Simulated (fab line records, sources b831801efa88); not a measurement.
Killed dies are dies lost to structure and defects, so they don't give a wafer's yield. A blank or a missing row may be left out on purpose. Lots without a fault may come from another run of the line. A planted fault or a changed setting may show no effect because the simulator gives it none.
fab line records | flow sky130 | part 1 of 2: steps 1 to 32 of 46
record lots=5 wafers=15 last_day=49
route steps=708 shown LDD_HVP@288 LDD_LDN@289 SPACER@304 POLY_CUT@307 SD_P@320 RES_XHIGH@332
lots that met no fault: from a run of the same line without faults
start_h: hours from the record's first day to the start of the lot's first wafer shown | wait_h: hours since the lot's step before | " the same as in the row above | L1.1+2: a row that stands for several wafers | - no value, or no start given | * or withheld: withheld | < > ~ a bound
route shown NAME@n: a module of which the file shows steps, and the number in the route of the first | usual: mean/standard deviation of fault-free wafers | same: alike in all rows | chamber/n: place in a boat | sites: the reading at each site | _std_site: their standard deviation | _edge_site: outer sites' mean less inner sites' | radius_mm: how far each site lies from the wafer's centre | mask NAME#n: copy n | behind: the tool/chamber that last shaped the wafer | hold: why the lot was held/for how many hours/how that ended | device: the transistor (n, p or np) that didn't switch | end of line: the same wafers' tests at the end of the route | a step without rows: its recipe alone | killed: dies lost to structure and defects at the first sort, not the wafer's yield | map: a wafer's dies, x killed, . not, _ none there
set.NAME: the setting as run; set.NAME@STEP: as run at that earlier step | model.NAME: the simulator's own value behind a step, which no gauge read
lots at some steps of the route; a table a step, a row a wafer
services: from which hour (start_h, from the record's first day; less than 0 if before it) a tool's chamber was out of use, for how many hours, and why
## steps
# step SKY_LDD_HVP_TW_MEAS_10
# usual LDD_HVP_TW=457.9/3
# columns lot.wafer tool chamber start_h wait_h LDD_HVP_TW
L078.1 film_metro-02 - 550.42 0.1 459.3
L078.3 " - " " 459.5
L078.4 " - " " 459.9
L081.1 film_metro-02 - 558.17 0.1 457.3
L081.3 " - " " 459.5
L081.6 " - " " 458.0
L082.3 film_metro-03 - 563.68 0.1 452.8
L082.4 " - " " 455.4
L082.6 " - " " 454.5
L086.2 film_metro-03 - 593.92 0.1 455.1
L086.3 " - " " 452.6
L086.5 " - " " 453.5
L089.1 film_metro-01 - 648.95 0.1 460.3
L089.3 " - " " 463.3
L089.6 " - " " 459.6
# step SKY_LDD_LDN_DEHYDRATE_00
# recipe temp_c=200 time_s=60
# columns lot.wafer tool chamber start_h wait_h
L078.1+3+4 litho_track-01 0 564.52 14.1
L081.1+3+6 litho_track-02 0 572.54 14.4
L082.3+4+6 litho_track-01 0 577.32 13.6
L086.2+3+5 litho_track-02 0 607.51 13.6
L089.1+3+6 litho_track-03 0 662.98 14.0
# step SKY_LDD_LDN_HMDS_01
# recipe prime_time_s=60 prime_temp_c=120
# columns lot.wafer tool chamber start_h wait_h
L078.1+3+4 litho_track-01 0 564.67 0.1
L081.1+3+6 litho_track-02 0 572.69 0.1
L082.3+4+6 litho_track-01 0 577.47 0.1
L086.2+3+5 litho_track-02 0 607.66 0.1
L089.1+3+6 litho_track-03 0 663.13 0.1
# step SKY_LDD_LDN_COAT_02
# recipe resist=NOVOLAK spin_rpm=3000 resist_thk_nm=1140
# columns lot.wafer tool chamber start_h wait_h
L078.1+3+4 litho_track-01 0 564.82 0.1
L081.1+3+6 litho_track-02 0 572.84 0.1
L082.3+4+6 litho_track-01 0 577.62 0.1
L086.2+3+5 litho_track-02 0 607.81 0.1
L089.1+3+6 litho_track-03 0 663.28 0.1
# step SKY_LDD_LDN_SOFTBAKE_03
# recipe temp_c=90 time_s=60 resist=NOVOLAK
# columns lot.wafer tool chamber start_h wait_h
L078.1+3+4 litho_track-01 0 564.97 0.1
L081.1+3+6 litho_track-02 0 572.99 0.1
L082.3+4+6 litho_track-01 0 577.77 0.1
L086.2+3+5 litho_track-02 0 607.96 0.1
L089.1+3+6 litho_track-03 0 663.43 0.1
# step SKY_LDD_LDN_EXPOSE_04
# recipe mask_id=LDNTM na=0.6 source_shape=conventional sigma_outer=0.6 polarization=unpolarized target_cd_nm=700 dose_mj=140
# columns lot.wafer tool chamber start_h wait_h mask
L078.1+3+4 iline_stepper-02 0 - - LDNTM#0
L081.1+3+6 iline_stepper-02 0 - - LDNTM#0
L082.3+4+6 iline_stepper-02 0 - - LDNTM#0
L086.2+3+5 iline_stepper-01 0 - - LDNTM#0
L089.1+3+6 iline_stepper-02 0 - - LDNTM#0
# step SKY_LDD_LDN_PEB_05
# recipe temp_c=withheld time_s=* resist=NOVOLAK
# columns lot.wafer tool chamber start_h wait_h
L078.1+3+4 litho_track-01 0 - -
L081.1+3+6 litho_track-02 0 - -
L082.3+4+6 litho_track-03 0 - -
L086.2+3+5 litho_track-01 0 - -
L089.1+3+6 litho_track-03 0 - -
# step SKY_LDD_LDN_DEVELOP_06
# recipe resist=NOVOLAK developer=TMAH develop_time_s=60 dev_temp_c=23
# columns lot.wafer tool chamber start_h wait_h
L078.1+3+4 litho_track-01 0 579.62 0.1
L081.1+3+6 litho_track-02 0 586.89 0.1
L082.3+4+6 litho_track-03 0 592.43 0.1
L086.2+3+5 litho_track-01 0 622.40 0.1
L089.1+3+6 litho_track-03 0 677.68 0.1
# step SKY_LDD_LDN_OVL_MEAS_07
# usual LDD_LDN_OVL=-0.4/1.5
# columns lot.wafer tool chamber start_h wait_h LDD_LDN_OVL[nm]
L078.1 overlay-01 - 579.77 0.1 2.2
L078.3 " - " " 1.7
L078.4 " - " " 1.4
L081.1 overlay-02 - 587.04 0.1 0.5
L081.3 " - " " 0.5
L081.6 " - " " 1.4
L082.3 overlay-01 - 592.55 0.1 0.2
L082.4 " - " " 0.5
L082.6 " - " " -0.3
L086.2 overlay-01 - 622.53 0.1 -0.1
L086.3 " - " " -1.5
L086.5 " - " " -1.9
L089.1 overlay-01 - 677.83 0.1 -3.5
L089.3 " - " " -1.2
L089.6 " - " " -3.3
# step SKY_LDD_LDN_IMPLANT_08
# recipe species=As energy_kev=15 dose_cm2=1.25e+13 tilt_deg=withheld rotation_deg=23
# columns lot.wafer tool chamber start_h wait_h
L078.1+3+4 implanter-02 0 579.81 0.0
L081.1+3+6 implanter-02 0 587.07 0.0
L082.3+4+6 implanter-04 0 592.62 0.1
L086.2+3+5 implanter-01 0 622.59 0.0
L089.1+3+6 implanter-01 0 677.87 0.0
# step SKY_LDD_LDN_IMPLANT_09
# recipe species=As energy_kev=15 dose_cm2=1.25e+13 tilt_deg=withheld rotation_deg=113
# columns lot.wafer tool chamber start_h wait_h
L078.1+3+4 implanter-02 0 579.96 0.1
L081.1+3+6 implanter-02 0 587.22 0.1
L082.3+4+6 implanter-04 0 592.77 0.1
L086.2+3+5 implanter-01 0 622.74 0.1
L089.1+3+6 implanter-01 0 678.02 0.1
# step SKY_LDD_LDN_IMPLANT_10
# recipe species=As energy_kev=15 dose_cm2=1.25e+13 tilt_deg=withheld rotation_deg=203
# columns lot.wafer tool chamber start_h wait_h
L078.1+3+4 implanter-02 0 580.11 0.1
L081.1+3+6 implanter-02 0 587.37 0.1
L082.3+4+6 implanter-04 0 592.92 0.1
L086.2+3+5 implanter-01 0 622.89 0.1
L089.1+3+6 implanter-01 0 678.17 0.1
# step SKY_LDD_LDN_IMPLANT_11
# recipe species=As energy_kev=15 dose_cm2=1.25e+13 tilt_deg=withheld rotation_deg=293
# columns lot.wafer tool chamber start_h wait_h
L078.1+3+4 implanter-02 0 580.26 0.1
L081.1+3+6 implanter-02 0 587.52 0.1
L082.3+4+6 implanter-04 0 593.07 0.1
L086.2+3+5 implanter-01 0 623.04 0.1
L089.1+3+6 implanter-01 0 678.32 0.1
# step SKY_LDD_LDN_STRIP_12
# recipe chemistry=O2/N2 power_w=1400 pressure_mtorr=1500 platen_temp_c=withheld o2_flow_sccm=3000 n2_flow_sccm=300 overash_fraction=0.5
# usual drypump_motor_current_A=5.4/0.47 oes_product_au=0.715/0.0046 strip_time_to_endpoint_s=14.18/0.037
# columns lot.wafer tool chamber start_h wait_h drypump_motor_current_A oes_product_au rf_hours_counter_h strip_time_to_endpoint_s
L078.1 plasma_asher-04 0 580.41 0.1 6.1 0.714 91 14.19
L078.3 " 1 " " 6.0 0.712 - 14.23
L078.4 " 0 " " 6.1 0.722 - 14.21
L081.1 plasma_asher-01 0 587.67 0.1 4.8 0.709 16 14.12
L081.3 " 0 " " 4.8 0.711 - 14.17
L081.6 " 1 " " 5.3 0.713 - 14.15
L082.3 plasma_asher-01 0 593.20 0.1 4.8 0.722 - 14.17
L082.4 " 1 " " 5.3 0.711 - 14.21
L082.6 " 0 " " 4.8 0.722 - 14.19
L086.2 plasma_asher-04 0 623.16 0.1 6.1 0.709 95 14.19
L086.3 " 0 " " 6.1 0.721 - 14.18
L086.5 " 0 " " 6.1 0.715 - 14.19
L089.1 plasma_asher-03 0 678.47 0.1 5.5 0.715 83 14.20
L089.3 " 0 " " 5.5 0.718 - 14.19
L089.6 " 1 " " 5.8 0.714 - 14.18
# step SKY_LDD_LDN_TW_MEAS_13
# usual LDD_LDN_TW=1480/11
# columns lot.wafer tool chamber start_h wait_h LDD_LDN_TW
L078.1 film_metro-04 - 580.51 0.1 1473
L078.3 " - " " 1475
L078.4 " - " " 1476
L081.1 film_metro-04 - 587.77 0.1 1477
L081.3 " - " " 1479
L081.6 " - " " 1475
L082.3 film_metro-04 - 593.29 0.1 1475
L082.4 " - " " 1480
L082.6 " - " " 1474
L086.2 film_metro-01 - 623.27 0.1 1489
L086.3 " - " " 1484
L086.5 " - " " 1480
L089.1 film_metro-03 - 678.57 0.1 1478
L089.3 " - " " 1470
L089.6 " - " " 1477
# step SKY_LDD_LDN_CLEAN_14
# recipe chemistry=SC1/SC2 mix=1:4:20 temp_c=70 time_s=150 dry=n2_spin
# columns lot.wafer tool chamber start_h wait_h
L078.1+3+4 wet_bench-01 1 580.57 0.1
L081.1+3+6 wet_bench-01 0 587.83 0.1
L082.3+4+6 wet_bench-01 1 593.33 0.0
L086.2+3+5 wet_bench-03 0 623.32 0.0
L089.1+3+6 wet_bench-02 3 678.63 0.1
# step SKY_SPACER_CVD_00
# recipe material=Si3N4 precursor=DCS/NH3 target_thk_nm=43.1 temp_c=770 time_s=740 pressure_mtorr=250
# usual spike_tc_bottom_C=787.7/2.3 spike_tc_lower_C=771.9/1.2 spike_tc_upper_C=770.1/1.3 zone_power_upper_pct=12.1/0.79
# columns lot.wafer tool chamber start_h wait_h spike_tc_bottom_C spike_tc_lower_C spike_tc_upper_C zone_power_upper_pct
L078.1 lpcvd-02 0 580.62 0.0 790.1 771.9 770.0 13.3
L078.3 " 0 " " 790.6 771.5 770.3 13.2
L078.4 " 0 " " 791.3 771.1 769.6 13.2
L081.1 lpcvd-02 0 588.43 0.5 789.4 771.6 769.3 13.3
L081.3 " 0 " " 789.6 772.4 769.1 13.3
L081.6 " 0 " " 790.6 772.1 768.9 13.2
L082.3 lpcvd-02 1 593.85 0.5 784.7 770.5 772.2 11.6
L082.4 " 1 " " 786.4 772.5 769.7 11.6
L082.6 " 1 " " 786.7 772.0 770.6 11.4
L086.2 lpcvd-02 0 623.37 0.0 791.0 770.4 770.8 13.2
L086.3 " 0 " " 790.7 771.6 768.3 13.2
L086.5 " 0 " " 789.3 771.9 769.1 13.0
L089.1 lpcvd-02 1 679.55 0.8 786.7 771.8 769.2 11.7
L089.3 " 1 " " 787.0 772.4 770.8 11.5
L089.6 " 1 " " 784.6 771.7 771.9 11.9
# step SKY_SPACER_THK_MEAS_01
# recipe reads=Si3N4_of_SPACER_CVD_00
# usual SPACER_CVD_00_THK=43.1/0.43
# columns lot.wafer tool chamber start_h wait_h SPACER_CVD_00_THK[nm]
L078.1 film_metro-01 - 582.43 0.0 43.4
L078.3 " - " " 43.4
L078.4 " - " " 43.4
L081.1 film_metro-04 - 590.24 0.0 43.4
L081.3 " - " " 43.4
L081.6 " - " " 43.6
L082.3 film_metro-01 - 595.68 0.0 43.0
L082.4 " - " " 42.7
L082.6 " - " " 42.5
L086.2 film_metro-02 - 624.59 0.0 42.1
L086.3 " - " " 42.6
L086.5 " - " " 42.6
L089.1 film_metro-01 - 680.75 0.0 42.4
L089.3 " - " " 42.9
L089.6 " - " " 42.8
# step SKY_SPACER_ETCHBACK_02
# recipe chemistry=CH3F/O2 target=Si3N4 stop_on=SiO2 source_w=400 bias_w=80 pressure_mtorr=25 ch3f_flow_sccm=40 O2_flow_sccm=30 time_s=46.7 target_depth_a=450
# usual drypump_motor_current_A=5.7/0.48 oes_product_au=0.854/0.0064 throttle_valve_pct=10.563/0.0098
# columns lot.wafer tool chamber start_h wait_h drypump_motor_current_A oes_product_au rf_hours_counter_h throttle_valve_pct
L078.1 rie_diel-03 3 582.49 0.1 5.4 0.861 3 10.574
L078.3 " 0 " " 5.6 0.854 44 10.567
L078.4 " 2 " " 6.6 0.859 5 10.581
L081.1 rie_diel-03 3 590.30 0.1 5.4 0.853 3 10.561
L081.3 " 1 " " 6.0 0.864 - 10.552
L081.6 " 1 " " 5.9 0.860 - 10.563
L082.3 rie_diel-02 0 595.72 0.0 6.4 0.853 12 10.577
L082.4 " 2 " " 6.3 0.850 6 10.563
L082.6 " 2 " " 6.3 0.850 - 10.560
L086.2 rie_diel-04 3 624.64 0.0 5.2 0.841 3 10.551
L086.3 " 0 " " 5.0 0.852 39 10.559
L086.5 " 3 " " 5.1 0.844 - 10.562
L089.1 rie_diel-04 3 680.81 0.1 5.2 0.848 5 10.565
L089.3 " 0 " " 5.0 0.859 40 10.574
L089.6 " 1 " " 6.0 0.856 - 10.556
# step SKY_POLY_CUT_DEHYDRATE_00
# recipe temp_c=200 time_s=60
# columns lot.wafer tool chamber start_h wait_h
L078.1+3+4 litho_track-03 0 596.28 13.8
L081.1+3+6 litho_track-01 0 603.82 13.5
L082.3+4+6 litho_track-04 0 610.26 14.5
L086.2+3+5 litho_track-03 0 638.56 13.9
L089.1+3+6 litho_track-04 0 694.16 13.3
# step SKY_POLY_CUT_HMDS_01
# recipe prime_time_s=60 prime_temp_c=120
# columns lot.wafer tool chamber start_h wait_h
L078.1+3+4 litho_track-03 0 596.43 0.1
L081.1+3+6 litho_track-01 0 603.97 0.1
L082.3+4+6 litho_track-04 0 610.41 0.1
L086.2+3+5 litho_track-03 0 638.71 0.1
L089.1+3+6 litho_track-04 0 694.31 0.1
# step SKY_POLY_CUT_COAT_02
# recipe resist=BARC temp_c=withheld time_s=withheld spin_rpm=3000 resist_thk_nm=60
# columns lot.wafer tool chamber start_h wait_h
L078.1+3+4 litho_track-03 0 596.58 0.1
L081.1+3+6 litho_track-01 0 604.12 0.1
L082.3+4+6 litho_track-04 0 610.56 0.1
L086.2+3+5 litho_track-03 0 638.86 0.1
L089.1+3+6 litho_track-04 0 694.46 0.1
# step SKY_POLY_CUT_COAT_03
# recipe resist=KrF-thick spin_rpm=3000 resist_thk_nm=450
# columns lot.wafer tool chamber start_h wait_h
L078.1+3+4 litho_track-03 0 - -
L081.1+3+6 litho_track-01 0 - -
L082.3+4+6 litho_track-04 0 - -
L086.2+3+5 litho_track-03 0 - -
L089.1+3+6 litho_track-04 0 - -
# step SKY_POLY_CUT_SOFTBAKE_04
# recipe temp_c=100 time_s=90 resist=KrF-thick
# columns lot.wafer tool chamber start_h wait_h
L078.1+3+4 litho_track-03 0 - -
L081.1+3+6 litho_track-01 0 - -
L082.3+4+6 litho_track-04 0 - -
L086.2+3+5 litho_track-03 0 - -
L089.1+3+6 litho_track-04 0 - -
# step SKY_POLY_CUT_EXPOSE_05
# recipe mask_id=NPCM na=0.8 source_shape=annular sigma_inner=0.55 sigma_outer=0.85 target_cd_nm=270 dose_mj=32
# same sigma_inner=0.55
# columns lot.wafer tool chamber start_h wait_h mask
L078.1+3+4 krf_scanner-01 0 - - NPCM#0
L081.1+3+6 krf_scanner-02 0 - - NPCM#0
L082.3+4+6 krf_scanner-02 0 - - NPCM#0
L086.2+3+5 krf_scanner-01 0 - - NPCM#0
L089.1+3+6 krf_scanner-02 0 - - NPCM#0
# step SKY_POLY_CUT_PEB_06
# recipe peb_temp_c=withheld peb_time_s=withheld resist=KrF-thick
# columns lot.wafer tool chamber start_h wait_h
L078.1+3+4 litho_track-01 0 - -
L081.1+3+6 litho_track-03 0 - -
L082.3+4+6 litho_track-03 0 - -
L086.2+3+5 litho_track-01 0 - -
L089.1+3+6 litho_track-01 0 - -
# step SKY_POLY_CUT_DEVELOP_07
# recipe develop_time_s=60 resist=KrF-thick dev_temp_c=21
# columns lot.wafer tool chamber start_h wait_h
L078.1+3+4 litho_track-01 0 - -
L081.1+3+6 litho_track-03 0 - -
L082.3+4+6 litho_track-03 0 - -
L086.2+3+5 litho_track-01 0 - -
L089.1+3+6 litho_track-01 0 - -
# step SKY_POLY_CUT_CD_MEAS_08
# recipe target_cd_nm=270
# usual cd_nm=269.9/1.3
# columns lot.wafer tool chamber start_h wait_h cd_nm
L078.1 cd_sem-02 - 611.32 - 271.2
L078.3 " - " " 268.4
L078.4 " - " " 268.9
L081.1 cd_sem-01 - 619.13 - 271.0
L081.3 " - " " 270.3
L081.6 " - " " 268.5
L082.3 cd_sem-01 - 624.72 - 267.9
L082.4 " - " " 269.3
L082.6 " - " " 269.1
L086.2 cd_sem-02 - 653.64 - 270.1
L086.3 " - " " 272.4
L086.5 " - " " 269.8
L089.1 cd_sem-01 - 708.82 - 269.1
L089.3 " - " " 267.7
L089.6 " - " " 269.2
# step SKY_POLY_CUT_OVL_MEAS_09
# usual POLY_CUT_OVL=1/5.9
# columns lot.wafer tool chamber start_h wait_h POLY_CUT_OVL[nm]
L078.1 overlay-01 - 611.44 0.1 0
L078.3 " - " " -7
L078.4 " - " " -3
L081.1 overlay-01 - 619.25 0.1 5
L081.3 " - " " 4
L081.6 " - " " 7
L082.3 overlay-01 - 624.82 0.1 4
L082.4 " - " " 5
L082.6 " - " " 0
L086.2 overlay-02 - 653.75 0.1 -2
L086.3 " - " " -3
L086.5 " - " " 3
L089.1 overlay-01 - 708.94 0.1 6
L089.3 " - " " 12
L089.6 " - " " 11
# step SKY_POLY_CUT_ETCH_10
# recipe chemistry=N2/H2 target=BARC ion_energy_ev=200 source_w=500 bias_w=100 pressure_mtorr=30 n2_flow_sccm=100 h2_flow_sccm=200 stop_on=SiO2 time_s=45.9 target_depth_a=600
# usual drypump_motor_current_A=5.7/0.52 oes_product_au=0.855/0.0047 throttle_valve_pct=13.226/0.0098
# columns lot.wafer tool chamber start_h wait_h drypump_motor_current_A oes_product_au rf_hours_counter_h throttle_valve_pct
L078.1 rie_diel-02 2 611.48 0.0 6.3 0.847 6 13.221
L078.3 " 3 " " 5.7 0.850 2 13.231
L078.4 " 1 " " 5.6 0.851 4 13.231
L081.1 rie_diel-02 3 619.29 0.0 5.7 0.857 3 13.234
L081.3 " 0 " " 6.3 0.849 13 13.231
L081.6 " 2 " " 6.3 0.855 - 13.213
L082.3 rie_diel-01 3 624.84 0.0 6.0 0.856 28 13.240
L082.4 " 1 " " 6.0 0.847 1 13.232
L082.6 " 2 " " 5.0 0.858 - 13.207
L086.2 rie_diel-02 3 653.78 0.0 5.7 0.853 3 13.221
L086.3 " 2 " " 6.3 0.862 7 13.211
L086.5 " 2 " " 6.3 0.861 - 13.231
L089.1 rie_diel-01 1 708.98 0.0 6.0 0.853 3 13.237
L089.3 " 3 " " 6.0 0.864 29 13.238
L089.6 " 1 " " 6.1 0.851 - 13.233
# step SKY_POLY_CUT_ETCH_11
# recipe target=Si3N4 chemistry=CF4/CH2F2/Ar stop_on=poly-Si source_w=600 bias_w=150 pressure_mtorr=40 cf4_flow_sccm=40 ch2f2_flow_sccm=20 Ar_flow_sccm=150 time_s=42.5 target_depth_a=600
# usual drypump_motor_current_A=5.6/0.52 oes_product_au=0.828/0.0063 throttle_valve_pct=14.995/0.0086
# columns lot.wafer tool chamber start_h wait_h drypump_motor_current_A oes_product_au rf_hours_counter_h throttle_valve_pct
L078.1 rie_diel-02 2 611.52 0.0 6.3 0.833 6 14.995
L078.3 " 3 " " 5.7 0.825 2 14.993
L078.4 " 1 " " 5.6 0.831 4 15.007
L081.1 rie_diel-02 3 619.33 0.0 5.7 0.825 3 14.995
L081.3 " 0 " " 6.3 0.825 13 14.996
L081.6 " 2 " " 6.2 0.828 - 15.005
L082.3 rie_diel-01 3 624.88 0.0 6.0 0.820 28 15.002
L082.4 " 1 " " 6.1 0.820 1 14.983
L082.6 " 2 " " 5.0 0.825 - 15.002
L086.2 rie_diel-02 3 653.82 0.0 5.7 0.835 3 14.995
L086.3 " 2 " " 6.3 0.831 7 15.009
L086.5 " 2 " " 6.2 0.830 - 14.994
L089.1 rie_diel-01 1 709.02 0.0 6.1 0.827 3 14.994
L089.3 " 3 " " 6.0 0.821 29 14.989
L089.6 " 1 " " 6.0 0.819 - 14.997
# step SKY_POLY_CUT_STRIP_12
# recipe chemistry=O2/N2 power_w=1400 pressure_mtorr=1500 platen_temp_c=withheld o2_flow_sccm=3000 n2_flow_sccm=300 overash_fraction=0.5
# usual drypump_motor_current_A=5.5/0.51 oes_product_au=0.453/0.0046 strip_time_to_endpoint_s=5.362/0.019
# columns lot.wafer tool chamber start_h wait_h drypump_motor_current_A oes_product_au rf_hours_counter_h strip_time_to_endpoint_s
L078.1 plasma_asher-04 0 611.56 0.0 6.1 0.451 94 5.385
L078.3 " 0 " " 6.1 0.458 - 5.381
L078.4 " 1 " " 6.0 0.456 - 5.379
L081.1 plasma_asher-01 1 619.37 0.0 5.3 0.454 19 5.362
L081.3 " 0 " " 4.8 0.454 - 5.389
L081.6 " 1 " " 5.3 0.454 - 5.394
L082.3 plasma_asher-02 0 624.96 0.1 4.9 0.458 - 5.393
L082.4 " 1 " " 5.6 0.446 - 5.376
L082.6 " 1 " " 5.6 0.450 - 5.384
L086.2 plasma_asher-04 0 653.86 0.0 6.1 0.450 98 5.363
L086.3 " 0 " " 6.1 0.458 - 5.362
L086.5 " 0 " " 6.1 0.447 - 5.374
L089.1 plasma_asher-04 0 709.06 0.0 6.1 0.455 103 5.375
L089.3 " 1 " " 6.0 0.447 - 5.362
L089.6 " 1 " " 6.0 0.447 - 5.341
